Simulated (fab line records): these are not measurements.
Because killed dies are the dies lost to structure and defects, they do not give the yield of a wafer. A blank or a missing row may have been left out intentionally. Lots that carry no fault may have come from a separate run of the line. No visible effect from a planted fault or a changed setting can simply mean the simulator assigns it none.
fab line records | flow sky130
[record] lots = 7 wafers = 21 lastDay = 50
route steps=708 shown POLY_GATE@235 LDD_N@237
lots with no fault: from the same line, run without faults
startH: hours from the record's opening day to when the first of the lot's shown wafers began | waitH: how many hours have passed since the lot's step before this one | " as in the row above | L1.1+2: one row covering several wafers at once | - value missing, or start not given | * or withheld: withheld | < > ~ a bound
route shown NAME@n: a module of which the file shows steps, and the number in the route of the first | usual: average and standard deviation across the fault-free wafers | same: alike in all rows | chamber/n: place in a boat | sites: each site's reading | _std_site: the values' standard deviation | _edge_site: mean of outer sites minus mean of inner sites | radiusMm: for every site, how far away it sits from the centre of the wafer | mask NAME#n: copy n | behind: the most recent tool/chamber to have shaped the wafer | hold: the reason the lot was held/the length of the hold in hours/how it ended | device: which transistor (n, p or np) failed to switch | end of line: at the end of the route, the tests of the same wafers | a step with no rows: only its recipe | killed: count of dies lost to structure and defects at first sort (not the wafer's yield) | map: the dies of a wafer, with x for killed, . for not killed, _ for no die there
set.NAME: the setting the step ran with; set.NAME@STEP: the setting that earlier step ran with | model.NAME: the simulator's own value behind a step, which no gauge read
certain route steps with their lots: each step a table, each wafer a row
services: a tool's chamber out of use, with start hour (startH, from the record's first day; less than 0 if before it), hours out, and reason
[[steps]]
[step SKY_POLY_GATE_THK_MEAS_21]
[recipe] reads = SiO2_of_POLY_GATE_OXIDATION_20
[usual] POLY_GATE_OXIDATION_THK = 4.00/0.084
// columns lot.wafer tool chamber startH waitH POLY_GATE_OXIDATION_THK[nm]
L120.1 filmMetro-02 - 380.11 0.0 4.07
L120.3 " - " " 4.06
L120.5 " - " " 4.04
L123.2 filmMetro-04 - 419.53 0.0 3.94
L123.5 " - " " 3.96
L123.6 " - " " 3.82
L124.1 filmMetro-03 - 420.64 0.0 3.86
L124.5 " - " " 3.97
L124.6 " - " " 3.97
L125.2 filmMetro-03 - 427.33 0.0 3.96
L125.4 " - " " 4.01
L125.6 " - " " 4.06
L132.3 filmMetro-04 - 480.53 0.0 4.08
L132.4 " - " " 4.13
L132.6 " - " " 4.08
L136.1 filmMetro-02 - 542.31 0.0 4.02
L136.2 " - " " 4.03
L136.4 " - " " 4.04
L142.1 filmMetro-02 - 571.04 0.0 4.01
L142.3 " - " " 4.00
L142.5 " - " " 4.08
[step SKY_POLY_GATE_CD_MEAS_22]
[usual] cdNm = 149/3.3
// columns lot.wafer tool chamber startH waitH cdNm
L120.1 cdSem-01 - 380.17 0.1 148
L120.3 " - " " 145
L120.5 " - " " 148
L123.2 cdSem-01 - 419.61 0.1 151
L123.5 " - " " 152
L123.6 " - " " 152
L124.1 cdSem-01 - 420.70 0.1 147
L124.5 " - " " 151
L124.6 " - " " 150
L125.2 cdSem-01 - 427.40 0.1 149
L125.4 " - " " 151
L125.6 " - " " 144
L132.3 cdSem-02 - 480.62 0.1 151
L132.4 " - " " 150
L132.6 " - " " 154
L136.1 cdSem-01 - 542.37 0.1 148
L136.2 " - " " 151
L136.4 " - " " 149
L142.1 cdSem-02 - 571.10 0.1 144
L142.3 " - " " 147
L142.5 " - " " 142
[step SKY_LDD_N_DEHYDRATE_00]
[recipe] tempC = 200 timeS = 60
[step SKY_LDD_N_HMDS_01]
[recipe] primeTimeS = 60 primeTempC = 120
[step SKY_LDD_N_COAT_02]
[recipe] resist = NOVOLAK spinRpm = 3000 resistThkNm = 300
[step SKY_LDD_N_SOFTBAKE_03]
[recipe] tempC = 90 timeS = 60 resist = NOVOLAK
[step SKY_LDD_N_EXPOSE_04]
[recipe] maskId = NTM targetCdNm = 840 na = 0.6 sourceShape = conventional sigmaOuter = 0.6 doseMj = 110
[step SKY_LDD_N_PEB_05]
[recipe] tempC = withheld timeS = * resist = NOVOLAK
[step SKY_LDD_N_DEVELOP_06]
[recipe] developTimeS = 60 devTempC = 23
[step SKY_LDD_N_OVL_MEAS_07]
[usual] LDD_N_OVL = 0.9/1.5
// columns lot.wafer tool chamber startH waitH LDD_N_OVL[nm]
L120.1 overlay-02 - 408.98 0.1 -0.3
L120.3 " - " " -0.6
L120.5 " - " " -2.3
L123.2 overlay-01 - 450.33 0.1 1.4
L123.5 " - " " 0.2
L123.6 " - " " 1.7
L124.1 overlay-01 - 451.25 0.1 1.9
L124.5 " - " " 2.1
L124.6 " - " " 1.3
L125.2 overlay-01 - 458.59 0.1 0.0
L125.4 " - " " -0.5
L125.6 " - " " -0.3
L132.3 overlay-02 - 510.99 0.1 2.3
L132.4 " - " " 2.5
L132.6 " - " " 3.3
L136.1 overlay-02 - 572.18 0.1 0.4
L136.2 " - " " 1.9
L136.4 " - " " 2.3
L142.1 overlay-01 - 600.13 0.1 0.1
L142.3 " - " " -0.7
L142.5 " - " " 1.0
[step SKY_LDD_N_IMPLANT_08]
[recipe] species = As energyKev = 20 doseCm2 = 7.5e+13 tiltDeg = withheld rotationDeg = 23
[step SKY_LDD_N_IMPLANT_09]
[recipe] species = As energyKev = 20 doseCm2 = 7.5e+13 tiltDeg = withheld rotationDeg = 113
[step SKY_LDD_N_IMPLANT_10]
[recipe] species = As energyKev = 20 doseCm2 = 7.5e+13 tiltDeg = withheld rotationDeg = 203
[usual] beamEnergyKeV = 20.000/0.0064 beamOnS = 9.99/0.19
// columns lot.wafer tool chamber startH waitH beamEnergyKeV beamOnS
L120.1 implanter-03 0 409.31 0.1 20.004 9.94
L120.3 " 0 " " 19.998 9.53
L120.5 " 0 " " 20.006 9.90
L123.2 implanter-01 - 450.69 0.1 - -
L123.5 " - " " - -
L123.6 " - " " - -
L124.1 implanter-03 - 451.58 0.1 - -
L124.5 " - " " - -
L124.6 " - " " - -
L125.2 implanter-01 - 458.94 0.1 - -
L125.4 " - " " - -
L125.6 " - " " - -
L132.3 implanter-03 0 511.37 0.1 20.013 10.02
L132.4 " 0 " " 20.004 10.04
L132.6 " 0 " " 20.012 10.00
L136.1 implanter-03 0 572.51 0.1 19.996 10.25
L136.2 " 0 " " 19.997 9.80
L136.4 " 0 " " 20.014 9.74
L142.1 implanter-02 0 600.46 0.1 19.995 9.94
L142.3 " 0 " " 20.001 9.85
L142.5 " 0 " " 19.996 10.05
[step SKY_LDD_N_IMPLANT_11]
[recipe] species = As energyKev = 20 doseCm2 = 7.5e+13 tiltDeg = withheld rotationDeg = 293
[step SKY_LDD_N_IMPLANT_12]
[recipe] species = BF2 energyKev = 50 doseCm2 = 5e+12 tiltDeg = 30 rotationDeg = 0
[step SKY_LDD_N_IMPLANT_13]
[recipe] species = BF2 energyKev = 50 doseCm2 = 5e+12 tiltDeg = 30 rotationDeg = 90
[step SKY_LDD_N_IMPLANT_14]
[recipe] species = BF2 energyKev = 50 doseCm2 = 5e+12 tiltDeg = 30 rotationDeg = 180
[step SKY_LDD_N_IMPLANT_15]
[recipe] species = BF2 energyKev = 50 doseCm2 = 5e+12 tiltDeg = 30 rotationDeg = 270
[step SKY_LDD_N_STRIP_16]
[recipe] chemistry = O2/N2 powerW = 1400 pressureMtorr = 1500 platenTempC = withheld o2FlowSccm = 3000 n2FlowSccm = 300 overashFraction = 0.5
[usual] drypumpMotorCurrentA = 5.7/0.31 oesProductAu = 0.406/0.0048 stripTimeToEndpointS = 4.314/0.017
// columns lot.wafer tool chamber startH waitH drypumpMotorCurrentA oesProductAu rfHoursCounterH stripTimeToEndpointS
L120.1 plasmaAsher-04 0 410.21 0.1 6.1 0.405 27 4.302
L120.3 " 1 " " 5.7 0.399 - 4.309
L120.5 " 1 " " 5.7 0.403 - 4.303
L123.2 plasmaAsher-03 1 451.56 0.1 5.9 0.414 2 4.128
L123.5 " 1 " " 5.9 0.396 - 4.109
L123.6 " 0 " " 5.2 0.409 - 4.134
L124.1 plasmaAsher-04 1 452.48 0.1 5.7 0.407 31 4.118
L124.5 " 1 " " 5.7 0.414 - 4.138
L124.6 " 0 " " 6.1 0.414 - 4.115
L125.2 plasmaAsher-02 1 459.82 0.1 5.7 0.415 65 4.109
L125.4 " 1 " " 5.7 0.404 - 4.101
L125.6 " 1 " " 5.7 0.403 - 4.124
L132.3 plasmaAsher-03 1 512.25 0.1 5.9 0.408 - 4.331
L132.4 " 0 " " 5.2 0.406 - 4.334
L132.6 " 1 " " 5.9 0.418 - 4.328
L136.1 plasmaAsher-02 0 573.41 0.1 5.4 0.412 77 4.314
L136.2 " 1 " " 5.7 0.409 77 4.304
L136.4 " 1 " " 5.7 0.399 - 4.327
L142.1 plasmaAsher-03 1 601.36 0.1 5.9 0.410 17 4.316
L142.3 " 0 " " 5.2 0.411 - 4.325
L142.5 " 0 " " 5.2 0.405 - 4.336
[step SKY_LDD_N_TW_MEAS_17]
[usual] LDD_N_TW = 2564/20
// columns lot.wafer tool chamber startH waitH LDD_N_TW
L120.1 filmMetro-01 - 410.31 0.1 2557
L120.3 " - " " 2582
L120.5 " - " " 2571
L123.2 filmMetro-01 - 451.67 0.1 2448
L123.5 " - " " 2444
L123.6 " - " " 2457
L124.1 filmMetro-01 - 452.58 0.1 2449
L124.5 " - " " 2445
L124.6 " - " " 2450
L125.2 filmMetro-04 - 459.93 0.1 2416
L125.4 " - " " 2401
L125.6 " - " " 2412
L132.3 filmMetro-04 - 512.34 0.1 2551
L132.4 " - " " 2559
L132.6 " - " " 2553
L136.1 filmMetro-01 - 573.51 0.1 2599
L136.2 " - " " 2586
L136.4 " - " " 2606
L142.1 filmMetro-01 - 601.46 0.1 2571
L142.3 " - " " 2569
L142.5 " - " " 2567
[[services]]
// columns tool chamber startH hours kind
implanter-03 - 394.13 3.3 pm
implanter-03 - 397.44 3.9 pm
plasmaAsher-04 - 397.59 2.8 pm
implanter-03 - 399.81 1.3 repair
implanter-03 - 413.48 3.8 repair
implanter-02 - 413.60 3.1 repair
plasmaAsher-04 - 419.93 4.8 repair
plasmaAsher-03 - 421.25 9.0 pm
plasmaAsher-03 0 421.25 9.0 ventCycle
plasmaAsher-03 1 421.25 9.0 ventCycle
plasmaAsher-03 0 430.25 - clean
plasmaAsher-03 1 430.25 - clean
implanter-03 - 480.37 2.5 repair
plasmaAsher-04 - 499.83 2.5 repair
implanter-02 - 518.20 5.5 pm
implanter-02 - 551.62 3.7 repair
implanter-02 - 591.23 4.8 repair
[[key]]
[firstSign] step = SKY_LDD_N_IMPLANT_10 reading = toolRecord direction = missing
[effect] step = SKY_LDD_N_STRIP_16 reading = stripTimeToEndpointS direction = down sigmas = 11 usual = * struck = *
[effect] step = SKY_LDD_N_TW_MEAS_17 reading = LDD_N_TW direction = down sigmas = 6.3 usual = 2564 struck = 2436
metAt SKY_LDD_N_IMPLANT_10
struckWafers L123.2,L123.5,L123.6,L124.1,L124.5,L124.6,L125.2,L125.4,L125.6
laterRowsLeftOut L123.2,L123.5,L123.6,L124.1,L124.5,L124.6,L125.2,L125.4,L125.6
sortLeftOut L123.2,L123.5,L123.6,L124.1,L124.5,L124.6,L125.2,L125.4,L125.6
testerLeftOut L123,L124,L125
onsetBetween 409.31 450.69
[fault] kind = skippedStepWhole tool = implanter-01,implanter-03 chamber = - onsetH = 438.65 steps = SKY_LDD_N_IMPLANT_10 scope = struckLotsOnly
// testerLeftOut: of these lots the tester's yield and bins aren't shown, on N5 and GAA mostly nor the transistor test; their killed dies are dies lost to structure and defects alone, not to doping, threshold or leakage, so they don't give the yield
// sortLeftOut: the simulated sort isn't trusted on such a fault, so these wafers' sort isn't shown, and their yield isn't known
// laterRowsLeftOut: the simulator's readings of these wafers behind a module that went badly wrong aren't trusted and aren't shown, but for the sort
